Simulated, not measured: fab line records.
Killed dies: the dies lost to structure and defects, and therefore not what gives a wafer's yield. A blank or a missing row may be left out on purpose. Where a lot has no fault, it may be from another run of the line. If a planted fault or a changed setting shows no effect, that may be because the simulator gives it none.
fab line records	flow sky130
record: lots: 11	wafers: 33	lastDay: 49
route steps=708 shown METAL2@488 VIA2@510 METAL3@534 PAD_OPEN@708
lots untouched by any fault: they come from a run of this same line in which no faults occurred
startH: hours from the record's opening day to when the first of the lot's shown wafers began	waitH: hours since the lot's step before	" same as the row above	L1.1+2: a row that stands for several wafers	- no value present, or no start provided	* or withheld: withheld	< > ~ a bound
route shown NAME@n: names a module that has steps shown in the file, with the first one's number in the route	usual: the fault-free wafers' mean and standard deviation	same: alike in all rows	chamber/n: place in a boat	sites: the reading at each site	_std_site: their standard deviation	_edge_site: inner sites' mean taken away from outer sites' mean	radiusMm: how far each site lies from the wafer's centre	mask NAME#n: copy n	behind: the most recent tool/chamber to have shaped the wafer	hold: the reason the lot was held/the length of the hold in hours/how it ended	device: the n, p or np transistor that did not switch	end of line: the same wafers' tests at the end of the route	a step with no rows: only its recipe	killed: dies that structure and defects cost at the first sort, which is not the same as the wafer's yield	map: dies across one wafer; x = killed, . = not, _ = none there
set.NAME: setting as actually run; set.NAME@STEP: the setting as run at that earlier step	model.NAME: the simulator's own value behind a step, which no gauge read
the route's steps for a sample of lots (tables are steps, rows are wafers)
services: a tool's chamber out of use, with start hour (startH, from the record's first day; less than 0 if before it), hours out, and reason
== steps ==
step: SKY_METAL2_RS_MEAS_05
recipe: thkMeasGauge: four-point-probe	reads: TiN_of_METAL2_SPUTTER_04+Ti_of_METAL2_SPUTTER_03+AlCu_of_METAL2_SPUTTER_02+TiN_of_METAL2_SPUTTER_01+Ti_of_METAL2_SPUTTER_00
usual: METAL2_ALCU_RS: 0.1262/0.0015
lot.wafer	tool	chamber	startH	waitH	METAL2_ALCU_RS[ohm/sq]
L266.2	filmMetro-03	-	816.31	0.0	0.1257
L266.3	"	-	"	"	0.1257
L266.6	"	-	"	"	0.1269
L268.2	filmMetro-04	-	823.61	0.0	0.1254
L268.3	"	-	"	"	0.1260
L268.4	"	-	"	"	0.1252
L269.1	filmMetro-03	-	829.26	0.0	0.1272
L269.5	"	-	"	"	0.1266
L269.6	"	-	"	"	0.1264
L271.1	filmMetro-01	-	845.99	0.0	0.1263
L271.2	"	-	"	"	0.1262
L271.3	"	-	"	"	0.1244
L272.2	filmMetro-03	-	852.72	0.0	0.1269
L272.4	"	-	"	"	0.1245
L272.6	"	-	"	"	0.1268
L275.3	filmMetro-03	-	879.88	0.1	0.1251
L275.4	"	-	"	"	0.1255
L275.5	"	-	"	"	0.1252
L276.2	filmMetro-04	-	882.84	0.0	0.1256
L276.3	"	-	"	"	0.1268
L276.5	"	-	"	"	0.1261
L277.1	filmMetro-03	-	885.68	0.0	0.1269
L277.4	"	-	"	"	0.1267
L277.6	"	-	"	"	0.1248
L278.2	filmMetro-04	-	890.62	0.0	0.1244
L278.4	"	-	"	"	0.1250
L278.6	"	-	"	"	0.1255
L279.1	filmMetro-04	-	902.80	0.0	0.1274
L279.3	"	-	"	"	0.1256
L279.4	"	-	"	"	0.1245
L283.1	filmMetro-03	-	932.40	0.1	0.1259
L283.3	"	-	"	"	0.1276
L283.6	"	-	"	"	0.1252
step: SKY_METAL2_OVL_MEAS_16
usual: METAL2_OVL: -1/6
lot.wafer	tool	chamber	startH	waitH	METAL2_OVL[nm]
L266.2	overlay-01	-	842.49	0.1	-8
L266.3	"	-	"	"	-6
L266.6	"	-	"	"	2
L268.2	overlay-02	-	850.65	0.1	1
L268.3	"	-	"	"	-9
L268.4	"	-	"	"	-1
L269.1	overlay-02	-	855.83	0.1	5
L269.5	"	-	"	"	7
L269.6	"	-	"	"	8
L271.1	overlay-02	-	872.54	0.1	-1
L271.2	"	-	"	"	2
L271.3	"	-	"	"	-4
L272.2	overlay-02	-	878.58	0.1	0
L272.4	"	-	"	"	-8
L272.6	"	-	"	"	-8
L275.3	overlay-02	-	905.44	0.1	-4
L275.4	"	-	"	"	-9
L275.5	"	-	"	"	2
L276.2	overlay-01	-	908.34	0.1	5
L276.3	"	-	"	"	-1
L276.5	"	-	"	"	-1
L277.1	overlay-01	-	911.33	0.1	-1
L277.4	"	-	"	"	12
L277.6	"	-	"	"	6
L278.2	overlay-02	-	916.23	0.1	1
L278.4	"	-	"	"	5
L278.6	"	-	"	"	-1
L279.1	overlay-01	-	927.73	0.1	-8
L279.3	"	-	"	"	-5
L279.4	"	-	"	"	-1
L283.1	overlay-01	-	957.38	0.1	-4
L283.3	"	-	"	"	5
L283.6	"	-	"	"	5
step: SKY_VIA2_BOW_MEAS_03
recipe: mode: bow
usual: VIA2_BOW: 85/7.2
lot.wafer	tool	chamber	startH	waitH	VIA2_BOW[um]
L266.2	filmMetro-02	-	843.85	0.2	79
L266.3	"	-	"	"	83
L266.6	"	-	"	"	79
L268.2	filmMetro-03	-	851.98	0.2	93
L268.3	"	-	"	"	91
L268.4	"	-	"	"	88
L269.1	filmMetro-04	-	857.17	0.1	85
L269.5	"	-	"	"	87
L269.6	"	-	"	"	86
L271.1	filmMetro-03	-	874.07	0.1	89
L271.2	"	-	"	"	97
L271.3	"	-	"	"	89
L272.2	filmMetro-02	-	880.34	0.2	83
L272.4	"	-	"	"	87
L272.6	"	-	"	"	89
L275.3	filmMetro-04	-	906.80	0.2	82
L275.4	"	-	"	"	82
L275.5	"	-	"	"	70
L276.2	filmMetro-03	-	909.74	0.2	89
L276.3	"	-	"	"	89
L276.5	"	-	"	"	72
L277.1	filmMetro-02	-	912.93	0.1	80
L277.4	"	-	"	"	68
L277.6	"	-	"	"	71
L278.2	filmMetro-03	-	917.64	0.2	79
L278.4	"	-	"	"	84
L278.6	"	-	"	"	82
L279.1	filmMetro-03	-	929.06	0.1	93
L279.3	"	-	"	"	84
L279.4	"	-	"	"	86
L283.1	filmMetro-04	-	958.76	0.2	80
L283.3	"	-	"	"	79
L283.6	"	-	"	"	82
step: SKY_METAL3_SPUTTER_02
recipe: material: AlCu	targetThkNm: 735	powerW: 10600	timeS: 39.1	chamberPressurePa: 0.4
usual: throttleValvePct: 29.8/1.2
lot.wafer	tool	chamber	startH	waitH	throttleValvePct
L266.2	pvdSputter-01	-	870.82	0.0	29.6
L266.3	"	-	"	"	27.5
L266.6	"	-	"	"	29.7
L268.2	pvdSputter-03	-	879.09	0.0	29.1
L268.3	"	-	"	"	29.7
L268.4	"	-	"	"	30.0
L269.1	pvdSputter-01	-	884.96	0.0	28.7
L269.5	"	-	"	"	27.7
L269.6	"	-	"	"	29.9
L271.1	pvdSputter-01	-	901.61	0.0	28.5
L271.2	"	-	"	"	31.5
L271.3	"	-	"	"	27.7
L272.2	pvdSputter-02	-	907.31	0.0	28.8
L272.4	"	-	"	"	30.0
L272.6	"	-	"	"	30.6
L275.3	pvdSputter-03	-	933.09	0.0	31.4
L275.4	"	-	"	"	29.1
L275.5	"	-	"	"	28.7
L276.2	pvdSputter-03	-	936.97	0.0	31.3
L276.3	"	-	"	"	29.6
L276.5	"	-	"	"	31.1
L277.1	pvdSputter-03	-	939.91	0.0	29.7
L277.4	"	-	"	"	31.3
L277.6	"	-	"	"	29.7
L278.2	pvdSputter-01	-	944.14	0.0	27.6
L278.4	"	-	"	"	31.4
L278.6	"	-	"	"	31.3
L279.1	pvdSputter-01	-	955.78	0.0	28.0
L279.3	"	-	"	"	31.4
L279.4	"	-	"	"	28.2
L283.1	pvdSputter-01	-	984.53	0.0	28.7
L283.3	"	-	"	"	30.0
L283.6	"	-	"	"	29.9
step: SKY_METAL3_METAL_ETCH_18
recipe: targetDepthA: 8450	stopOn: SiO2	overEtchFrac: 0.3	timeS: 183.1	chemistry: Cl2/BCl3	resistSidewallDeg: 88	pressureMtorr: 10	icpW: 900	biasW: 48.5	Cl2_flow_sccm: 60	bcl3FlowSccm: 30
usual: biasW: 48.49/0.17	drypumpMotorCurrentA: 5.6/0.32	oesProductAu: 0.864/0.0066	throttleValvePct: 22.264/0.01
lot.wafer	tool	chamber	startH	waitH	biasW	drypumpMotorCurrentA	oesProductAu	rfHoursCounterH	throttleValvePct
L266.2	rieMetal-02	0	923.41	0.0	48.60	5.8	0.865	12	22.279
L266.3	"	1	"	"	48.40	5.8	0.864	-	22.266
L266.6	"	1	"	"	48.25	5.8	0.862	-	22.277
L268.2	rieMetal-03	0	930.70	0.0	48.67	5.4	0.859	19	22.273
L268.3	"	0	"	"	48.78	5.3	0.853	-	22.260
L268.4	"	1	"	"	48.08	6.2	0.856	-	22.256
L269.1	rieMetal-01	0	937.00	0.0	48.70	5.7	0.872	11	22.246
L269.5	"	0	"	"	48.61	5.7	0.866	-	22.266
L269.6	"	1	"	"	48.42	5.2	0.868	-	22.249
L271.1	rieMetal-02	0	952.65	0.0	48.32	5.7	0.857	14	22.272
L271.2	"	1	"	"	48.36	5.8	0.866	4	22.278
L271.3	"	1	"	"	48.51	5.8	0.863	-	22.287
L272.2	rieMetal-01	0	958.79	0.0	48.51	5.7	0.868	12	22.264
L272.4	"	0	"	"	48.48	5.6	0.873	-	22.263
L272.6	"	0	"	"	48.36	5.7	0.870	-	22.274
L275.3	rieMetal-01	0	983.54	0.1	48.71	5.7	0.868	-	22.257
L275.4	"	1	"	"	48.28	5.2	0.867	-	22.258
L275.5	"	1	"	"	48.30	5.2	0.867	-	22.266
L276.2	rieMetal-01	1	987.65	0.0	48.45	5.2	0.864	16	22.267
L276.3	"	0	"	"	48.57	5.7	0.860	-	22.256
L276.5	"	0	"	"	48.63	5.7	0.857	-	22.247
L277.1	rieMetal-03	1	990.05	0.0	48.49	6.2	0.868	11	22.271
L277.4	"	0	"	"	48.45	5.3	0.860	-	22.267
L277.6	"	1	"	"	48.39	6.3	0.856	-	22.276
L278.2	rieMetal-01	0	994.48	0.0	48.70	5.6	0.864	14	22.271
L278.4	"	0	"	"	48.51	5.6	0.881	-	22.275
L278.6	"	0	"	"	48.69	5.7	0.872	-	22.267
L279.1	rieMetal-01	1	1005.25	0.0	48.67	5.2	0.868	17	22.266
L279.3	"	1	"	"	48.30	5.2	0.868	-	22.291
L279.4	"	0	"	"	48.63	5.7	0.866	-	22.270
L283.1	rieMetal-02	0	1032.95	0.0	48.62	5.7	0.866	18	22.258
L283.3	"	0	"	"	48.45	5.8	1.009	-	22.270
L283.6	"	0	"	"	48.57	5.7	0.856	-	22.266
step: SKY_PAD_OPEN_PROBE_99
usual: defectLimitedYield: 82.4/2	killed_at_M0_to_M3: 43/6.7	killed_at_M4_up: 3.2/2.1	killedAtContacts: 25/5.9	killedAtFrontEnd: 16/4.7	killedAtOther: 0.3/0.54	killedDies: 87/9.8	killedOnRim: 17/3.7	killedOpen: 47/6.7	killedShort: 40/6.5	sort_bin_3_pad_short: 0.9/0.45	sort_bin_5_function: 10.5/1.5	sort_bin_6_memory: 6.2/1.2	sortNPass: 405/9.8	sortYieldPct: 82.4/2
same: grossDies: 492	killedAtBackSide: 0	sort_bin_4_leakage[%]: 0	sort_bin_8_speed[%]: 0
lot.wafer	tool	chamber	startH	waitH	hold	defectLimitedYield[%]	killed_at_M0_to_M3	killed_at_M4_up	killedAtContacts	killedAtFrontEnd	killedAtOther	killedDies	killedOnRim	killedOpen	killedShort	sort_bin_3_pad_short[%]	sort_bin_5_function[%]	sort_bin_6_memory[%]	sortNPass	sortYieldPct[%]
L266.2	prober-01	-	1096.96	0.1	-	80.7	41	3	27	24	0	95	18	57	38	0.4	11.0	7.9	397	80.7
L266.3	prober-01	-	1097.01	0.2	-	79.3	47	3	28	24	0	102	18	59	43	1.2	12.0	7.5	390	79.3
L266.6	prober-01	-	1097.16	0.2	-	81.7	52	3	22	13	0	90	20	42	47	1.4	10.2	6.7	402	81.7
L268.2	prober-02	-	1101.56	0.1	-	82.1	42	5	27	14	0	88	18	45	43	1.2	12.0	4.7	404	82.1
L268.3	prober-02	-	1101.61	0.2	-	82.9	47	2	26	9	0	84	21	51	33	1.6	8.9	6.5	408	82.9
L268.4	prober-02	-	1101.66	0.2	-	83.9	40	0	21	18	0	79	16	48	31	0.6	9.6	5.9	413	83.9
L269.1	prober-02	-	1108.55	0.1	-	80.7	45	3	31	16	0	95	16	41	54	0.2	12.8	6.3	397	80.7
L269.5	prober-02	-	1108.75	0.2	-	83.3	47	2	21	12	0	82	17	52	30	0.6	9.1	6.9	410	83.3
L269.6	prober-02	-	1108.80	0.2	-	82.9	37	1	31	14	1	84	15	50	34	0.8	10.4	5.9	408	82.9
L271.1	prober-02	-	1119.24	0.1	-	83.3	42	7	27	6	0	82	19	45	36	0.8	9.8	6.1	410	83.3
L271.2	prober-02	-	1119.29	0.1	-	82.1	46	4	21	17	0	88	14	42	44	0.6	11.4	5.9	404	82.1
L271.3	prober-02	-	1119.34	0.2	-	79.9	63	0	22	14	0	99	26	60	38	1.0	11.6	7.5	393	79.9
L272.2	prober-01	-	1126.76	0.1	-	81.5	34	6	36	15	0	91	20	44	47	0.8	12.4	5.3	401	81.5
L272.4	prober-01	-	1126.86	0.2	-	84.3	36	4	16	21	0	77	14	36	39	1.2	8.7	5.7	415	84.3
L272.6	prober-01	-	1126.96	0.2	-	79.7	42	9	30	19	0	100	21	56	42	1.4	11.8	7.1	392	79.7
L275.3	prober-02	-	1145.23	0.2	-	80.9	48	5	29	11	1	94	20	54	39	1.0	9.3	8.7	398	80.9
L275.4	prober-02	-	1145.28	0.2	-	82.5	39	5	24	18	0	86	14	49	35	1.0	11.8	4.7	406	82.5
L275.5	prober-02	-	1145.33	0.2	-	80.3	47	8	29	13	0	97	20	43	53	1.6	10.2	7.9	395	80.3
L276.2	prober-01	-	1148.45	0.1	-	84.8	43	2	19	11	0	75	15	37	38	1.2	7.9	6.1	417	84.8
L276.3	prober-01	-	1148.50	0.2	-	86.8	32	2	16	15	0	65	10	34	31	1.2	6.7	5.3	427	86.8
L276.5	prober-01	-	1148.60	0.2	-	87.0	33	4	15	12	0	64	11	31	32	0.6	9.1	3.3	428	87.0
L277.1	prober-02	-	1150.69	0.1	-	83.3	39	3	26	14	0	82	11	48	34	0.6	11.4	4.7	410	83.3
L277.4	prober-02	-	1150.85	0.2	-	82.5	37	3	20	25	1	86	17	43	43	2.0	10.0	5.5	406	82.5
L277.6	prober-02	-	1150.94	0.2	-	81.7	42	3	29	15	1	90	13	45	45	0.8	11.2	6.3	402	81.7
L278.2	prober-01	-	1153.75	0.1	-	83.1	39	1	33	10	0	83	19	50	33	1.0	10.4	5.5	409	83.1
L278.4	prober-01	-	1153.85	0.2	-	79.5	54	1	36	10	0	101	16	54	47	1.2	11.6	7.7	391	79.5
L278.6	prober-01	-	1153.95	0.2	-	82.5	41	1	24	19	1	86	23	49	37	1.2	10.0	6.3	406	82.5
L279.1	prober-02	-	1161.40	0.1	-	84.3	48	1	22	6	0	77	16	48	29	0.8	8.3	6.5	415	84.3
L279.3	prober-02	-	1161.50	0.2	-	81.5	60	5	14	12	0	91	12	44	47	0.4	11.4	6.7	401	81.5
L279.4	prober-02	-	1161.55	0.2	-	78.9	43	6	34	21	0	104	21	60	44	0.2	13.2	7.7	388	78.9
L283.1	prober-02	-	1181.98	0.1	awaitDispo/1.8h/release	81.1	51	3	20	19	0	93	19	46	46	0.6	10.4	7.9	399	81.1
L283.3	prober-02	-	1182.08	0.2	awaitDispo/1.8h/release	0	449	2	21	20	0	492	96	43	41	0.6	92.9	6.5	0	0
L283.6	prober-02	-	1182.23	0.2	awaitDispo/1.8h/release	81.5	48	2	22	19	0	91	18	43	46	1.0	10.2	7.3	401	81.5
killed by level:class
L266.2 LI_CONTACT:geometricParticle:open=11 VIA1:geometricParticle:open=11 POLY_GATE:geometricParticle:open=8 CONTACT:geometricParticle:open=8 VIA3:geometricParticle:open=8 METAL1:geometricParticle:short=6 CONTACT:geometricParticle:short=5 FIELD_ISO:geometricParticle:short=4
L266.3 LI_CONTACT:geometricParticle:open=11 VIA1:geometricParticle:open=11 VIA2:geometricParticle:open=10 VIA3:geometricParticle:open=7 CONTACT:geometricParticle:open=7 FIELD_ISO:geometricParticle:short=6 FIELD_ISO:geometricParticle:open=5 POLY_GATE:geometricParticle:short=5
L266.6 LI_CONTACT:geometricParticle:open=10 METAL1:geometricParticle:short=9 VIA1:geometricParticle:open=8 VIA1:geometricParticle:short=6 VIA3:geometricParticle:open=6 POLY_GATE:geometricParticle:short=4 METAL2:geometricParticle:short=4 METAL3:geometricParticle:short=4
L268.2 VIA1:geometricParticle:open=12 CONTACT:geometricParticle:open=10 FIELD_ISO:geometricParticle:open=6 CONTACT:geometricParticle:short=6 METAL1:geometricParticle:short=6 VIA1:geometricParticle:short=6 LOCAL_INTERCONNECT:geometricParticle:short=5 VIA2:geometricParticle:open=5
L268.3 VIA1:geometricParticle:open=16 CONTACT:geometricParticle:open=12 VIA2:geometricParticle:open=6 LI_CONTACT:geometricParticle:open=6 FIELD_ISO:geometricParticle:short=5 VIA1:geometricParticle:short=5 METAL2:geometricParticle:short=5 VIA3:geometricParticle:open=4
L268.4 VIA1:geometricParticle:open=10 CONTACT:geometricParticle:open=9 VIA3:geometricParticle:open=9 POLY_GATE:geometricParticle:short=5 POLY_GATE:geometricParticle:open=5 LI_CONTACT:geometricParticle:open=5 METAL2:geometricParticle:short=5 FIELD_ISO:geometricParticle:short=4
L269.1 VIA1:geometricParticle:open=10 METAL1:geometricParticle:short=10 CONTACT:geometricParticle:open=9 CONTACT:geometricParticle:short=7 METAL2:geometricParticle:short=7 VIA2:geometricParticle:open=7 LI_CONTACT:geometricParticle:short=5 LI_CONTACT:geometricParticle:open=5
L269.5 VIA1:geometricParticle:open=13 METAL1:geometricParticle:short=8 VIA3:geometricParticle:open=8 CONTACT:geometricParticle:open=7 VIA2:geometricParticle:open=7 LI_CONTACT:geometricParticle:open=6 CONTACT:geometricParticle:short=5 FIELD_ISO:geometricParticle:open=4
L269.6 LI_CONTACT:geometricParticle:open=9 CONTACT:geometricParticle:open=9 VIA1:geometricParticle:open=8 LOCAL_INTERCONNECT:geometricParticle:short=6 FIELD_ISO:geometricParticle:open=5 VIA2:geometricParticle:open=5 VIA3:geometricParticle:open=5 CONTACT:geometricParticle:short=4
L271.1 LI_CONTACT:geometricParticle:open=13 VIA1:geometricParticle:open=13 VIA3:geometricParticle:open=6 METAL4:geometricParticle:short=6 METAL2:geometricParticle:short=5 CONTACT:geometricParticle:short=5 LI_CONTACT:geometricParticle:short=5 METAL1:geometricParticle:short=5
L271.2 VIA1:geometricParticle:open=10 LI_CONTACT:geometricParticle:open=7 CONTACT:geometricParticle:open=7 METAL1:geometricParticle:short=6 METAL2:geometricParticle:short=6 VIA3:geometricParticle:open=5 VIA1:geometricParticle:short=5 POLY_GATE:geometricParticle:short=4
L271.3 VIA1:geometricParticle:open=15 METAL1:geometricParticle:short=11 VIA2:geometricParticle:open=10 CONTACT:geometricParticle:open=9 VIA3:geometricParticle:open=8 LI_CONTACT:geometricParticle:open=7 METAL2:geometricParticle:short=7 VIA1:geometricParticle:short=5
L272.2 CONTACT:geometricParticle:open=10 CONTACT:geometricParticle:short=9 LOCAL_INTERCONNECT:geometricParticle:short=8 VIA1:geometricParticle:open=8 VIA1:geometricParticle:short=8 LI_CONTACT:geometricParticle:open=7 VIA3:geometricParticle:open=7 POLY_GATE:geometricParticle:open=5
L272.4 METAL1:geometricParticle:short=9 VIA1:geometricParticle:open=6 VIA2:geometricParticle:open=6 POLY_GATE:geometricParticle:short=5 LOCAL_INTERCONNECT:geometricParticle:short=5 METAL3:geometricParticle:short=5 VIA3:geometricParticle:open=5 FIELD_ISO:geometricParticle:open=4
L272.6 VIA1:geometricParticle:open=13 CONTACT:geometricParticle:open=9 LI_CONTACT:geometricParticle:open=8 METAL4:geometricParticle:short=7 CONTACT:geometricParticle:short=6 VIA2:geometricParticle:open=5 VIA3:geometricParticle:open=5 FIELD_ISO:geometricParticle:open=4
L275.3 LI_CONTACT:geometricParticle:open=10 CONTACT:geometricParticle:open=10 VIA1:geometricParticle:open=9 VIA2:geometricParticle:open=8 CONTACT:geometricParticle:short=7 VIA1:geometricParticle:short=6 FIELD_ISO:geometricParticle:open=5 VIA3:geometricParticle:open=5
L275.4 VIA1:geometricParticle:open=12 CONTACT:geometricParticle:open=10 FIELD_ISO:geometricParticle:open=6 POLY_GATE:geometricParticle:open=5 LI_CONTACT:geometricParticle:open=5 METAL3:geometricParticle:short=5 VIA3:geometricParticle:open=5 CONTACT:geometricParticle:short=4
L275.5 VIA1:geometricParticle:open=12 LI_CONTACT:geometricParticle:open=11 METAL1:geometricParticle:short=8 LOCAL_INTERCONNECT:geometricParticle:short=6 CONTACT:geometricParticle:short=6 CONTACT:geometricParticle:open=6 VIA1:geometricParticle:short=5 METAL2:geometricParticle:short=5
L276.2 CONTACT:geometricParticle:open=8 VIA1:geometricParticle:short=8 METAL1:geometricParticle:short=7 LI_CONTACT:geometricParticle:open=6 VIA2:geometricParticle:short=6 VIA1:geometricParticle:open=5 VIA3:geometricParticle:open=5 FIELD_ISO:geometricParticle:open=4
L276.3 FIELD_ISO:geometricParticle:open=6 METAL1:geometricParticle:short=6 VIA1:geometricParticle:open=6 VIA3:geometricParticle:open=6 POLY_GATE:geometricParticle:short=5 LOCAL_INTERCONNECT:geometricParticle:short=5 LI_CONTACT:geometricParticle:open=3 CONTACT:geometricParticle:open=3
L276.5 CONTACT:geometricParticle:open=8 VIA1:geometricParticle:open=6 FIELD_ISO:geometricParticle:short=4 POLY_GATE:geometricParticle:open=4 METAL1:geometricParticle:short=4 VIA2:geometricParticle:open=4 VIA3:geometricParticle:open=4 POLY_GATE:geometricParticle:short=3
L277.1 VIA3:geometricParticle:open=9 CONTACT:geometricParticle:open=9 VIA1:geometricParticle:open=8 FIELD_ISO:geometricParticle:open=6 VIA2:geometricParticle:open=6 LI_CONTACT:geometricParticle:open=5 CONTACT:geometricParticle:short=4 LI_CONTACT:geometricParticle:short=4
L277.4 FIELD_ISO:geometricParticle:short=7 CONTACT:geometricParticle:open=7 METAL1:geometricParticle:short=7 FIELD_ISO:geometricParticle:open=6 CONTACT:geometricParticle:short=6 POLY_GATE:geometricParticle:short=5 METAL1:geometricParticle:open=5 VIA1:geometricParticle:open=5
L277.6 CONTACT:geometricParticle:open=10 VIA1:geometricParticle:open=8 CONTACT:geometricParticle:short=8 FIELD_ISO:geometricParticle:open=7 VIA2:geometricParticle:open=7 LI_CONTACT:geometricParticle:open=6 METAL1:geometricParticle:short=6 VIA1:geometricParticle:short=5
L278.2 CONTACT:geometricParticle:open=13 VIA1:geometricParticle:open=10 LI_CONTACT:geometricParticle:open=7 VIA3:geometricParticle:open=7 CONTACT:geometricParticle:short=7 METAL1:geometricParticle:short=6 LOCAL_INTERCONNECT:geometricParticle:short=5 FIELD_ISO:geometricParticle:open=3
L278.4 CONTACT:geometricParticle:open=11 LI_CONTACT:geometricParticle:open=9 METAL1:geometricParticle:short=9 VIA1:geometricParticle:open=9 LOCAL_INTERCONNECT:geometricParticle:short=8 VIA3:geometricParticle:open=7 VIA2:geometricParticle:open=6 VIA2:geometricParticle:short=5
L278.6 CONTACT:geometricParticle:open=12 POLY_GATE:geometricParticle:open=8 METAL1:geometricParticle:short=7 VIA1:geometricParticle:open=6 VIA2:geometricParticle:open=6 VIA3:geometricParticle:open=6 LI_CONTACT:geometricParticle:short=5 LI_CONTACT:geometricParticle:open=4
L279.1 VIA1:geometricParticle:open=18 CONTACT:geometricParticle:open=11 VIA1:geometricParticle:short=9 VIA2:geometricParticle:open=6 METAL1:geometricParticle:short=5 LI_CONTACT:geometricParticle:open=4 LI_CONTACT:geometricParticle:short=3 CONTACT:geometricParticle:short=3
L279.3 VIA3:geometricParticle:open=9 VIA1:geometricParticle:short=8 LI_CONTACT:geometricParticle:open=7 METAL1:geometricParticle:short=7 VIA1:geometricParticle:open=7 FIELD_ISO:geometricParticle:short=6 VIA2:geometricParticle:open=6 VIA2:geometricParticle:short=6
L279.4 CONTACT:geometricParticle:open=13 LI_CONTACT:geometricParticle:open=10 FIELD_ISO:geometricParticle:open=8 VIA2:geometricParticle:open=8 VIA1:geometricParticle:open=7 LOCAL_INTERCONNECT:geometricParticle:short=6 METAL1:geometricParticle:short=6 FIELD_ISO:geometricParticle:short=5
L283.1 VIA1:geometricParticle:open=11 METAL1:geometricParticle:short=8 VIA3:geometricParticle:open=7 CONTACT:geometricParticle:open=7 METAL2:geometricParticle:short=7 METAL3:geometricParticle:short=6 FIELD_ISO:geometricParticle:short=5 POLY_GATE:geometricParticle:open=5
L283.3 METAL3:areaEtch=408 VIA1:geometricParticle:open=12 VIA2:geometricParticle:open=7 FIELD_ISO:geometricParticle:short=6 CONTACT:geometricParticle:open=6 POLY_GATE:geometricParticle:short=5 LOCAL_INTERCONNECT:geometricParticle:short=5 VIA3:geometricParticle:open=5
L283.6 LI_CONTACT:geometricParticle:open=10 VIA3:geometricParticle:open=9 VIA1:geometricParticle:open=8 METAL1:geometricParticle:short=8 METAL3:geometricParticle:short=7 POLY_GATE:geometricParticle:short=6 METAL2:geometricParticle:short=5 FIELD_ISO:geometricParticle:short=4
== services ==
tool	chamber	startH	hours	kind
pvdSputter-03	-	855.34	1.8	repair
rieMetal-02	1	868.60	-	clean
rieMetal-02	1	868.60	17.7	scheduledDown
rieMetal-02	1	868.60	17.7	ventCycle
pvdSputter-01	-	890.16	9.0	repair
rieMetal-03	1	956.61	16.4	repair
rieMetal-03	0	973.64	-	clean
rieMetal-03	0	973.64	15.7	scheduledDown
rieMetal-03	0	973.64	15.7	ventCycle
pvdSputter-03	-	1019.12	0.8	repair
== key ==
firstSign: step: SKY_METAL3_METAL_ETCH_18	reading: oesProductAu	direction: up	sigmas: 22	usual: 0.864	struck: 1.009
effect: step: SKY_PAD_OPEN_PROBE_99	reading: killed_at_M0_to_M3	direction: up	sigmas: 60	usual: 43	struck: 449
moreKillsBornAt: SKY_METAL3_METAL_ETCH_18@rieMetal-02: 408
metAt SKY_METAL3_SPUTTER_02
struckLots L283
struckWafers L283.3
laterRowsLeftOut L283.3
notActingAt SKY_METAL2_RS_MEAS_05,SKY_METAL2_OVL_MEAS_16,SKY_VIA2_BOW_MEAS_03
onsetBetween 955.78 984.53
fault: kind: processParameterDrift	tool: pvdSputter-01	chamber: -	onsetH: 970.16	steps: SKY_METAL3_SPUTTER_02	channel: targetThkNm	offset: 418.47	shape: step	endH: 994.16	scope: struckWafersOnly	actsIn: theseRecipesOnly	stated: 735
laterRowsLeftOut: the simulator's readings of these wafers behind a module that went badly wrong aren't trusted and aren't shown, but for the sort
